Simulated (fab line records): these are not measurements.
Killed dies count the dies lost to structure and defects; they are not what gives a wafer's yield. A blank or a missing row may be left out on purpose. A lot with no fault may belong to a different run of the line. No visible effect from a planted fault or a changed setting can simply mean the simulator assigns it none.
fab line records :: flow gf180mcu
record
  lots=6
  wafers=18
  last-day=33
route steps=602 shown M4@457
lots that met no fault: from a run of the same line without faults
start-h: hours from the record's first day to the start of the lot's first wafer shown :: wait-h: time in hours since the lot's previous step :: " the same as in the row above :: L1.1+2: several wafers, shown together as one row :: - no value, or no start was given :: * or withheld: withheld :: < > ~ a bound
route shown NAME@n: a module of which the file shows steps, and the number in the route of the first :: usual: average and standard deviation across the fault-free wafers :: same: alike in all rows :: chamber/n: place in a boat :: sites: the reading at each site :: _std_site: the standard deviation of these :: _edge_site: the outer-site mean with the inner-site mean subtracted :: radius-mm: for every site, how far away it sits from the centre of the wafer :: mask NAME#n: copy n :: behind: the most recent tool/chamber to have shaped the wafer :: hold: why the lot was held/for how many hours/how that ended :: device: whichever transistor did not switch (one of n, p or np) :: end of line: tests of these same wafers at the route's end :: where a step has no rows: the recipe by itself :: killed: the dies lost at the first sort to structure and to defects; this is not the yield of the wafer :: map: per-die view of a wafer (x killed, . not killed, _ where there is no die)
set.NAME: setting as actually run; set.NAME@STEP: the setting as run at that earlier step :: model.NAME: the simulator's own value behind a step, which no gauge read
lots at some steps of the route; a table a step, a row a wafer
services: from which hour (start-h, from the record's first day; less than 0 if before it) a tool's chamber was out of use, for how many hours, and why
## steps
# step GF_M4_SPUTTER_01
# recipe
  material=TiN
  target-thk-nm=30
  power-w=6500
  time-s=25
  chamber-pressure-pa=0.4
# usual
  throttle-valve-pct=29.7/0.75
lot.wafer: L589.3
tool: pvd-sputter-01
chamber: -
start-h: 520.42
wait-h: 0.1
throttle-valve-pct: 28.9

lot.wafer: L589.5
tool: pvd-sputter-01
chamber: -
start-h: 520.42
wait-h: 0.1
throttle-valve-pct: 30.5

lot.wafer: L589.6
tool: pvd-sputter-01
chamber: -
start-h: 520.42
wait-h: 0.1
throttle-valve-pct: 29.3

lot.wafer: L590.1
tool: pvd-sputter-01
chamber: -
start-h: 531.38
wait-h: 0.1
throttle-valve-pct: 28.8

lot.wafer: L590.3
tool: pvd-sputter-01
chamber: -
start-h: 531.38
wait-h: 0.1
throttle-valve-pct: 29.5

lot.wafer: L590.4
tool: pvd-sputter-01
chamber: -
start-h: 531.38
wait-h: 0.1
throttle-valve-pct: 29.6

lot.wafer: L598.1
tool: pvd-sputter-01
chamber: -
start-h: 604.38
wait-h: 0.1
throttle-valve-pct: 29.8

lot.wafer: L598.4
tool: pvd-sputter-01
chamber: -
start-h: 604.38
wait-h: 0.1
throttle-valve-pct: 28.8

lot.wafer: L598.6
tool: pvd-sputter-01
chamber: -
start-h: 604.38
wait-h: 0.1
throttle-valve-pct: 30.7

lot.wafer: L599.3
tool: pvd-sputter-01
chamber: -
start-h: 611.28
wait-h: 0.1
throttle-valve-pct: 28.8

lot.wafer: L599.4
tool: pvd-sputter-01
chamber: -
start-h: 611.28
wait-h: 0.1
throttle-valve-pct: 29.6

lot.wafer: L599.6
tool: pvd-sputter-01
chamber: -
start-h: 611.28
wait-h: 0.1
throttle-valve-pct: 28.8

lot.wafer: L600.1
tool: pvd-sputter-01
chamber: -
start-h: 619.13
wait-h: 0.1
throttle-valve-pct: 29.2

lot.wafer: L600.2
tool: pvd-sputter-01
chamber: -
start-h: 619.13
wait-h: 0.1
throttle-valve-pct: 30.4

lot.wafer: L600.5
tool: pvd-sputter-01
chamber: -
start-h: 619.13
wait-h: 0.1
throttle-valve-pct: 29.4

lot.wafer: L609.4
tool: pvd-sputter-01
chamber: -
start-h: 674.68
wait-h: 0.1
throttle-valve-pct: 29.2

lot.wafer: L609.5
tool: pvd-sputter-01
chamber: -
start-h: 674.68
wait-h: 0.1
throttle-valve-pct: 28.5

lot.wafer: L609.6
tool: pvd-sputter-01
chamber: -
start-h: 674.68
wait-h: 0.1
throttle-valve-pct: 29.6
# step GF_M4_SPUTTER_02
# recipe
  material=AlCu
  target-thk-nm=450
  power-w=10600
  time-s=23.9
  chamber-pressure-pa=0.4
# usual
  throttle-valve-pct=29.7/0.75
lot.wafer: L589.3
tool: pvd-sputter-01
chamber: -
start-h: 520.45
wait-h: 0.0
throttle-valve-pct: 28.7

lot.wafer: L589.5
tool: pvd-sputter-01
chamber: -
start-h: 520.45
wait-h: 0.0
throttle-valve-pct: 30.7

lot.wafer: L589.6
tool: pvd-sputter-01
chamber: -
start-h: 520.45
wait-h: 0.0
throttle-valve-pct: 29.1

lot.wafer: L590.1
tool: pvd-sputter-01
chamber: -
start-h: 531.41
wait-h: 0.0
throttle-valve-pct: 28.7

lot.wafer: L590.3
tool: pvd-sputter-01
chamber: -
start-h: 531.41
wait-h: 0.0
throttle-valve-pct: 29.3

lot.wafer: L590.4
tool: pvd-sputter-01
chamber: -
start-h: 531.41
wait-h: 0.0
throttle-valve-pct: 29.5

lot.wafer: L598.1
tool: pvd-sputter-01
chamber: -
start-h: 604.41
wait-h: 0.0
throttle-valve-pct: 29.6

lot.wafer: L598.4
tool: pvd-sputter-01
chamber: -
start-h: 604.41
wait-h: 0.0
throttle-valve-pct: 28.7

lot.wafer: L598.6
tool: pvd-sputter-01
chamber: -
start-h: 604.41
wait-h: 0.0
throttle-valve-pct: 30.4

lot.wafer: L599.3
tool: pvd-sputter-01
chamber: -
start-h: 611.31
wait-h: 0.0
throttle-valve-pct: 28.5

lot.wafer: L599.4
tool: pvd-sputter-01
chamber: -
start-h: 611.31
wait-h: 0.0
throttle-valve-pct: 29.4

lot.wafer: L599.6
tool: pvd-sputter-01
chamber: -
start-h: 611.31
wait-h: 0.0
throttle-valve-pct: 28.7

lot.wafer: L600.1
tool: pvd-sputter-01
chamber: -
start-h: 619.16
wait-h: 0.0
throttle-valve-pct: 29.7

lot.wafer: L600.2
tool: pvd-sputter-01
chamber: -
start-h: 619.16
wait-h: 0.0
throttle-valve-pct: 30.4

lot.wafer: L600.5
tool: pvd-sputter-01
chamber: -
start-h: 619.16
wait-h: 0.0
throttle-valve-pct: 29.5

lot.wafer: L609.4
tool: pvd-sputter-01
chamber: -
start-h: 674.71
wait-h: 0.0
throttle-valve-pct: 29.4

lot.wafer: L609.5
tool: pvd-sputter-01
chamber: -
start-h: 674.71
wait-h: 0.0
throttle-valve-pct: 28.8

lot.wafer: L609.6
tool: pvd-sputter-01
chamber: -
start-h: 674.71
wait-h: 0.0
throttle-valve-pct: 29.6
# step GF_M4_SPUTTER_03
# recipe
  material=Ti
  target-thk-nm=10
  substrate-temp-c=300
  chamber-pressure-pa=0.3
  power-w=3000
  time-s=6.7
# usual
  throttle-valve-pct=29.7/0.73
lot.wafer: L589.3
tool: pvd-sputter-01
chamber: -
start-h: 520.48
wait-h: 0.0
throttle-valve-pct: 29.0

lot.wafer: L589.5
tool: pvd-sputter-01
chamber: -
start-h: 520.48
wait-h: 0.0
throttle-valve-pct: 30.6

lot.wafer: L589.6
tool: pvd-sputter-01
chamber: -
start-h: 520.48
wait-h: 0.0
throttle-valve-pct: 29.2

lot.wafer: L590.1
tool: pvd-sputter-01
chamber: -
start-h: 531.44
wait-h: 0.0
throttle-valve-pct: 28.7

lot.wafer: L590.3
tool: pvd-sputter-01
chamber: -
start-h: 531.44
wait-h: 0.0
throttle-valve-pct: 29.2

lot.wafer: L590.4
tool: pvd-sputter-01
chamber: -
start-h: 531.44
wait-h: 0.0
throttle-valve-pct: 29.3

lot.wafer: L598.1
tool: pvd-sputter-01
chamber: -
start-h: 604.44
wait-h: 0.0
throttle-valve-pct: 29.5

lot.wafer: L598.4
tool: pvd-sputter-01
chamber: -
start-h: 604.44
wait-h: 0.0
throttle-valve-pct: 28.9

lot.wafer: L598.6
tool: pvd-sputter-01
chamber: -
start-h: 604.44
wait-h: 0.0
throttle-valve-pct: 30.5

lot.wafer: L599.3
tool: pvd-sputter-01
chamber: -
start-h: 611.34
wait-h: 0.0
throttle-valve-pct: 28.8

lot.wafer: L599.4
tool: pvd-sputter-01
chamber: -
start-h: 611.34
wait-h: 0.0
throttle-valve-pct: 29.3

lot.wafer: L599.6
tool: pvd-sputter-01
chamber: -
start-h: 611.34
wait-h: 0.0
throttle-valve-pct: 28.5

lot.wafer: L600.1
tool: pvd-sputter-01
chamber: -
start-h: 619.19
wait-h: 0.0
throttle-valve-pct: 29.4

lot.wafer: L600.2
tool: pvd-sputter-01
chamber: -
start-h: 619.19
wait-h: 0.0
throttle-valve-pct: 30.6

lot.wafer: L600.5
tool: pvd-sputter-01
chamber: -
start-h: 619.19
wait-h: 0.0
throttle-valve-pct: 29.4

lot.wafer: L609.4
tool: pvd-sputter-01
chamber: -
start-h: 674.74
wait-h: 0.0
throttle-valve-pct: 29.4

lot.wafer: L609.5
tool: pvd-sputter-01
chamber: -
start-h: 674.74
wait-h: 0.0
throttle-valve-pct: 28.7

lot.wafer: L609.6
tool: pvd-sputter-01
chamber: -
start-h: 674.74
wait-h: 0.0
throttle-valve-pct: 29.5
# step GF_M4_SPUTTER_04
# recipe
  material=TiN
  target-thk-nm=50
  power-w=6500
  time-s=41.7
  chamber-pressure-pa=0.4
# usual
  throttle-valve-pct=29.7/0.75
lot.wafer: L589.3
tool: pvd-sputter-01
chamber: -
start-h: 520.50
wait-h: 0.0
throttle-valve-pct: 28.4

lot.wafer: L589.5
tool: pvd-sputter-01
chamber: -
start-h: 520.50
wait-h: 0.0
throttle-valve-pct: 30.5

lot.wafer: L589.6
tool: pvd-sputter-01
chamber: -
start-h: 520.50
wait-h: 0.0
throttle-valve-pct: 29.3

lot.wafer: L590.1
tool: pvd-sputter-01
chamber: -
start-h: 531.46
wait-h: 0.0
throttle-valve-pct: 28.8

lot.wafer: L590.3
tool: pvd-sputter-01
chamber: -
start-h: 531.46
wait-h: 0.0
throttle-valve-pct: 29.5

lot.wafer: L590.4
tool: pvd-sputter-01
chamber: -
start-h: 531.46
wait-h: 0.0
throttle-valve-pct: 29.5

lot.wafer: L598.1
tool: pvd-sputter-01
chamber: -
start-h: 604.46
wait-h: 0.0
throttle-valve-pct: 29.2

lot.wafer: L598.4
tool: pvd-sputter-01
chamber: -
start-h: 604.46
wait-h: 0.0
throttle-valve-pct: 28.5

lot.wafer: L598.6
tool: pvd-sputter-01
chamber: -
start-h: 604.46
wait-h: 0.0
throttle-valve-pct: 30.3

lot.wafer: L599.3
tool: pvd-sputter-01
chamber: -
start-h: 611.36
wait-h: 0.0
throttle-valve-pct: 28.6

lot.wafer: L599.4
tool: pvd-sputter-01
chamber: -
start-h: 611.36
wait-h: 0.0
throttle-valve-pct: 29.6

lot.wafer: L599.6
tool: pvd-sputter-01
chamber: -
start-h: 611.36
wait-h: 0.0
throttle-valve-pct: 28.9

lot.wafer: L600.1
tool: pvd-sputter-01
chamber: -
start-h: 619.21
wait-h: 0.0
throttle-valve-pct: 29.2

lot.wafer: L600.2
tool: pvd-sputter-01
chamber: -
start-h: 619.21
wait-h: 0.0
throttle-valve-pct: 30.3

lot.wafer: L600.5
tool: pvd-sputter-01
chamber: -
start-h: 619.21
wait-h: 0.0
throttle-valve-pct: 29.6

lot.wafer: L609.4
tool: pvd-sputter-01
chamber: -
start-h: 674.76
wait-h: 0.0
throttle-valve-pct: 29.4

lot.wafer: L609.5
tool: pvd-sputter-01
chamber: -
start-h: 674.76
wait-h: 0.0
throttle-valve-pct: 28.8

lot.wafer: L609.6
tool: pvd-sputter-01
chamber: -
start-h: 674.76
wait-h: 0.0
throttle-valve-pct: 29.4
# step GF_M4_RS_MEAS_05
# recipe
  thk-meas-gauge=four-point-probe
  reads=TiN_of_M4_SPUTTER_04+Ti_of_M4_SPUTTER_03+AlCu_of_M4_SPUTTER_02+TiN_of_M4_SPUTTER_01+Ti_of_M4_SPUTTER_00
# usual
  M4_ALCU_RS=0.0698/0.0008
lot.wafer: L589.3
tool: film-metro-03
chamber: -
start-h: 520.58
wait-h: 0.1
M4_ALCU_RS[ohm/sq]: 0.0688

lot.wafer: L589.5
tool: film-metro-03
chamber: -
start-h: 520.58
wait-h: 0.1
M4_ALCU_RS[ohm/sq]: 0.0698

lot.wafer: L589.6
tool: film-metro-03
chamber: -
start-h: 520.58
wait-h: 0.1
M4_ALCU_RS[ohm/sq]: 0.0697

lot.wafer: L590.1
tool: film-metro-02
chamber: -
start-h: 531.50
wait-h: 0.0
M4_ALCU_RS[ohm/sq]: 0.0697

lot.wafer: L590.3
tool: film-metro-02
chamber: -
start-h: 531.50
wait-h: 0.0
M4_ALCU_RS[ohm/sq]: 0.0698

lot.wafer: L590.4
tool: film-metro-02
chamber: -
start-h: 531.50
wait-h: 0.0
M4_ALCU_RS[ohm/sq]: 0.0697

lot.wafer: L598.1
tool: film-metro-04
chamber: -
start-h: 604.50
wait-h: 0.0
M4_ALCU_RS[ohm/sq]: 0.0690

lot.wafer: L598.4
tool: film-metro-04
chamber: -
start-h: 604.50
wait-h: 0.0
M4_ALCU_RS[ohm/sq]: 0.0694

lot.wafer: L598.6
tool: film-metro-04
chamber: -
start-h: 604.50
wait-h: 0.0
M4_ALCU_RS[ohm/sq]: 0.0696

lot.wafer: L599.3
tool: film-metro-04
chamber: -
start-h: 611.44
wait-h: 0.1
M4_ALCU_RS[ohm/sq]: 0.0687

lot.wafer: L599.4
tool: film-metro-04
chamber: -
start-h: 611.44
wait-h: 0.1
M4_ALCU_RS[ohm/sq]: 0.0684

lot.wafer: L599.6
tool: film-metro-04
chamber: -
start-h: 611.44
wait-h: 0.1
M4_ALCU_RS[ohm/sq]: 0.0685

lot.wafer: L600.1
tool: film-metro-04
chamber: -
start-h: 619.25
wait-h: 0.0
M4_ALCU_RS[ohm/sq]: 0.0706

lot.wafer: L600.2
tool: film-metro-04
chamber: -
start-h: 619.25
wait-h: 0.0
M4_ALCU_RS[ohm/sq]: 0.0709

lot.wafer: L600.5
tool: film-metro-04
chamber: -
start-h: 619.25
wait-h: 0.0
M4_ALCU_RS[ohm/sq]: 0.0695

lot.wafer: L609.4
tool: film-metro-02
chamber: -
start-h: 674.86
wait-h: 0.1
M4_ALCU_RS[ohm/sq]: 0.0708

lot.wafer: L609.5
tool: film-metro-02
chamber: -
start-h: 674.86
wait-h: 0.1
M4_ALCU_RS[ohm/sq]: 0.0699

lot.wafer: L609.6
tool: film-metro-02
chamber: -
start-h: 674.86
wait-h: 0.1
M4_ALCU_RS[ohm/sq]: 0.0695
# step GF_M4_THK_MEAS_06
# recipe
  thk-meas-gauge=xrf
  reads=AlCu_of_M4_SPUTTER_02
# usual
  M4_ALCU_THK=456/5.5
lot.wafer: L589.3
tool: film-metro-03
chamber: -
start-h: 520.68
wait-h: 0.1
M4_ALCU_THK[nm]: 466

lot.wafer: L589.5
tool: film-metro-03
chamber: -
start-h: 520.68
wait-h: 0.1
M4_ALCU_THK[nm]: 461

lot.wafer: L589.6
tool: film-metro-03
chamber: -
start-h: 520.68
wait-h: 0.1
M4_ALCU_THK[nm]: 462

lot.wafer: L590.1
tool: film-metro-02
chamber: -
start-h: 531.62
wait-h: 0.1
M4_ALCU_THK[nm]: 455

lot.wafer: L590.3
tool: film-metro-02
chamber: -
start-h: 531.62
wait-h: 0.1
M4_ALCU_THK[nm]: 453

lot.wafer: L590.4
tool: film-metro-02
chamber: -
start-h: 531.62
wait-h: 0.1
M4_ALCU_THK[nm]: 453

lot.wafer: L598.1
tool: film-metro-04
chamber: -
start-h: 604.62
wait-h: 0.1
M4_ALCU_THK[nm]: 461

lot.wafer: L598.4
tool: film-metro-04
chamber: -
start-h: 604.62
wait-h: 0.1
M4_ALCU_THK[nm]: 457

lot.wafer: L598.6
tool: film-metro-04
chamber: -
start-h: 604.62
wait-h: 0.1
M4_ALCU_THK[nm]: 456

lot.wafer: L599.3
tool: film-metro-04
chamber: -
start-h: 611.54
wait-h: 0.1
M4_ALCU_THK[nm]: 464

lot.wafer: L599.4
tool: film-metro-04
chamber: -
start-h: 611.54
wait-h: 0.1
M4_ALCU_THK[nm]: 463

lot.wafer: L599.6
tool: film-metro-04
chamber: -
start-h: 611.54
wait-h: 0.1
M4_ALCU_THK[nm]: 462

lot.wafer: L600.1
tool: film-metro-04
chamber: -
start-h: 619.37
wait-h: 0.1
M4_ALCU_THK[nm]: 450

lot.wafer: L600.2
tool: film-metro-04
chamber: -
start-h: 619.37
wait-h: 0.1
M4_ALCU_THK[nm]: 446

lot.wafer: L600.5
tool: film-metro-04
chamber: -
start-h: 619.37
wait-h: 0.1
M4_ALCU_THK[nm]: 455

lot.wafer: L609.4
tool: film-metro-02
chamber: -
start-h: 674.95
wait-h: 0.1
M4_ALCU_THK[nm]: 446

lot.wafer: L609.5
tool: film-metro-02
chamber: -
start-h: 674.95
wait-h: 0.1
M4_ALCU_THK[nm]: 454

lot.wafer: L609.6
tool: film-metro-02
chamber: -
start-h: 674.95
wait-h: 0.1
M4_ALCU_THK[nm]: 456
# step GF_M4_DEHYDRATE_07
# recipe
  temp-c=200
  time-s=60
# step GF_M4_HMDS_08
# recipe
  prime-time-s=60
  prime-temp-c=120
# step GF_M4_COAT_09
# recipe
  resist=KrF
  spin-rpm=withheld
  resist-thk-nm=1000
# step GF_M4_SOFTBAKE_10
# recipe
  temp-c=130
  time-s=60
  resist=KrF
# step GF_M4_EXPOSE_11
# recipe
  mask-id=Metal4
  target-cd-nm=280
  na=0.68
  source-shape=conventional
  sigma-outer=0.6
  dose-mj=28
# step GF_M4_PEB_12
# recipe
  peb-temp-c=135
  peb-time-s=90
  resist=KrF
# step GF_M4_DEVELOP_13
# recipe
  develop-time-s=60
  dev-temp-c=21
# usual
  chill-plate-temp-C=22.99/0.11
  develop-time-s=60/0
lot.wafer: L589.3
tool: litho-track-01
chamber: 0
start-h: 543.21
wait-h: 0.1
chill-plate-temp-C: 23.32
develop-time-s: 60
model.KrF_of_M4_COAT_09.thk-nm: 987

lot.wafer: L589.5
tool: litho-track-01
chamber: 0
start-h: 543.21
wait-h: 0.1
chill-plate-temp-C: 23.24
develop-time-s: 60
model.KrF_of_M4_COAT_09.thk-nm: 984.3

lot.wafer: L589.6
tool: litho-track-01
chamber: 0
start-h: 543.21
wait-h: 0.1
chill-plate-temp-C: 23.29
develop-time-s: 60
model.KrF_of_M4_COAT_09.thk-nm: 983.1

lot.wafer: L590.1
tool: litho-track-03
chamber: 0
start-h: 553.27
wait-h: 0.2
chill-plate-temp-C: 23.01
develop-time-s: 60
model.KrF_of_M4_COAT_09.thk-nm: 984.7

lot.wafer: L590.3
tool: litho-track-03
chamber: 0
start-h: 553.27
wait-h: 0.2
chill-plate-temp-C: 23.16
develop-time-s: 60
model.KrF_of_M4_COAT_09.thk-nm: 984.5

lot.wafer: L590.4
tool: litho-track-03
chamber: 0
start-h: 553.27
wait-h: 0.2
chill-plate-temp-C: 23.05
develop-time-s: 60
model.KrF_of_M4_COAT_09.thk-nm: 981

lot.wafer: L598.1
tool: litho-track-02
chamber: -
start-h: 625.97
wait-h: 0.2
chill-plate-temp-C: -
develop-time-s: -
model.KrF_of_M4_COAT_09.thk-nm: 996.1

lot.wafer: L598.4
tool: litho-track-02
chamber: -
start-h: 625.97
wait-h: 0.2
chill-plate-temp-C: -
develop-time-s: -
model.KrF_of_M4_COAT_09.thk-nm: 999.6

lot.wafer: L598.6
tool: litho-track-02
chamber: -
start-h: 625.97
wait-h: 0.2
chill-plate-temp-C: -
develop-time-s: -
model.KrF_of_M4_COAT_09.thk-nm: 998.8

lot.wafer: L599.3
tool: litho-track-01
chamber: -
start-h: 631.56
wait-h: 0.1
chill-plate-temp-C: -
develop-time-s: -
model.KrF_of_M4_COAT_09.thk-nm: 997.6

lot.wafer: L599.4
tool: litho-track-01
chamber: -
start-h: 631.56
wait-h: 0.1
chill-plate-temp-C: -
develop-time-s: -
model.KrF_of_M4_COAT_09.thk-nm: 999.4

lot.wafer: L599.6
tool: litho-track-01
chamber: -
start-h: 631.56
wait-h: 0.1
chill-plate-temp-C: -
develop-time-s: -
model.KrF_of_M4_COAT_09.thk-nm: 999.9

lot.wafer: L600.1
tool: litho-track-03
chamber: 0
start-h: 639.12
wait-h: 0.2
chill-plate-temp-C: 22.88
develop-time-s: 60
model.KrF_of_M4_COAT_09.thk-nm: 982.4

lot.wafer: L600.2
tool: litho-track-03
chamber: 0
start-h: 639.12
wait-h: 0.2
chill-plate-temp-C: 22.82
develop-time-s: 60
model.KrF_of_M4_COAT_09.thk-nm: 981.7

lot.wafer: L600.5
tool: litho-track-03
chamber: 0
start-h: 639.12
wait-h: 0.2
chill-plate-temp-C: 22.80
develop-time-s: 60
model.KrF_of_M4_COAT_09.thk-nm: 982.2

lot.wafer: L609.4
tool: litho-track-03
chamber: 0
start-h: 693.29
wait-h: 0.1
chill-plate-temp-C: 23.13
develop-time-s: 60
model.KrF_of_M4_COAT_09.thk-nm: 986.5

lot.wafer: L609.5
tool: litho-track-03
chamber: 0
start-h: 693.29
wait-h: 0.1
chill-plate-temp-C: 23.15
develop-time-s: 60
model.KrF_of_M4_COAT_09.thk-nm: 986.7

lot.wafer: L609.6
tool: litho-track-03
chamber: 0
start-h: 693.29
wait-h: 0.1
chill-plate-temp-C: 22.91
develop-time-s: 60
model.KrF_of_M4_COAT_09.thk-nm: 987.9
# step GF_M4_CD_MEAS_14
# recipe
  target-cd-nm=280
# usual
  cd-nm=280.0/1.3
lot.wafer: L589.3
tool: cd-sem-01
chamber: -
start-h: 543.35
wait-h: 0.1
cd-nm: 279.9

lot.wafer: L589.5
tool: cd-sem-01
chamber: -
start-h: 543.35
wait-h: 0.1
cd-nm: 279.1

lot.wafer: L589.6
tool: cd-sem-01
chamber: -
start-h: 543.35
wait-h: 0.1
cd-nm: 279.2

lot.wafer: L590.1
tool: cd-sem-02
chamber: -
start-h: 553.42
wait-h: 0.1
cd-nm: 279.0

lot.wafer: L590.3
tool: cd-sem-02
chamber: -
start-h: 553.42
wait-h: 0.1
cd-nm: 278.6

lot.wafer: L590.4
tool: cd-sem-02
chamber: -
start-h: 553.42
wait-h: 0.1
cd-nm: 277.8

lot.wafer: L598.1
tool: cd-sem-01
chamber: -
start-h: 626.15
wait-h: 0.2
cd-nm: -

lot.wafer: L598.4
tool: cd-sem-01
chamber: -
start-h: 626.15
wait-h: 0.2
cd-nm: -

lot.wafer: L598.6
tool: cd-sem-01
chamber: -
start-h: 626.15
wait-h: 0.2
cd-nm: -

lot.wafer: L599.3
tool: cd-sem-02
chamber: -
start-h: 631.70
wait-h: 0.1
cd-nm: -

lot.wafer: L599.4
tool: cd-sem-02
chamber: -
start-h: 631.70
wait-h: 0.1
cd-nm: -

lot.wafer: L599.6
tool: cd-sem-02
chamber: -
start-h: 631.70
wait-h: 0.1
cd-nm: -

lot.wafer: L600.1
tool: cd-sem-01
chamber: -
start-h: 639.27
wait-h: 0.1
cd-nm: 280.6

lot.wafer: L600.2
tool: cd-sem-01
chamber: -
start-h: 639.27
wait-h: 0.1
cd-nm: 280.7

lot.wafer: L600.5
tool: cd-sem-01
chamber: -
start-h: 639.27
wait-h: 0.1
cd-nm: 280.6

lot.wafer: L609.4
tool: cd-sem-02
chamber: -
start-h: 693.43
wait-h: 0.1
cd-nm: 278.2

lot.wafer: L609.5
tool: cd-sem-02
chamber: -
start-h: 693.43
wait-h: 0.1
cd-nm: 278.1

lot.wafer: L609.6
tool: cd-sem-02
chamber: -
start-h: 693.43
wait-h: 0.1
cd-nm: 278.5
## services
tool: pvd-sputter-01
chamber: 2
start-h: 563.40
hours: -
kind: consumable-replace:kit

tool: pvd-sputter-01
chamber: 2
start-h: 563.40
hours: 18.0
kind: scheduled-down

tool: pvd-sputter-01
chamber: 2
start-h: 563.40
hours: 18.0
kind: vent-cycle

tool: pvd-sputter-01
chamber: -
start-h: 588.96
hours: 2.7
kind: repair

tool: litho-track-03
chamber: -
start-h: 589.13
hours: -
kind: consumable-replace:filter

tool: pvd-sputter-01
chamber: 1
start-h: 649.08
hours: -
kind: consumable-replace:kit

tool: pvd-sputter-01
chamber: 1
start-h: 649.08
hours: 18.0
kind: scheduled-down

tool: pvd-sputter-01
chamber: 1
start-h: 649.08
hours: 18.0
kind: vent-cycle

tool: litho-track-01
chamber: -
start-h: 669.73
hours: -
kind: consumable-replace:filter
## key
first-sign
  step=GF_M4_DEVELOP_13
  reading=tool-record
  direction=missing
effect none on later readings
model-effect
  step=GF_M4_DEVELOP_13
  value=KrF_of_M4_COAT_09.thk-nm
  without=983.6
  struck=998.6
met-at GF_M4_DEVELOP_13
struck-wafers L598.1,L598.4,L598.6,L599.3,L599.4,L599.6
later-rows-left-out L598.1,L598.4,L598.6,L599.3,L599.4,L599.6
sort-left-out L598.1,L598.4,L598.6,L599.3,L599.4,L599.6
onset-between 543.21 625.97
fault
  kind=skipped-step-whole
  tool=litho-track-01,litho-track-02
  chamber=-
  onset-h=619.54
  steps=GF_M4_DEVELOP_13
  scope=struck-lots-only
# sort-left-out: the simulated sort isn't trusted on such a fault, so these wafers' sort isn't shown, and their yield isn't known
# later-rows-left-out: the simulator's readings of these wafers behind a module that went badly wrong aren't trusted and aren't shown, but for the sort
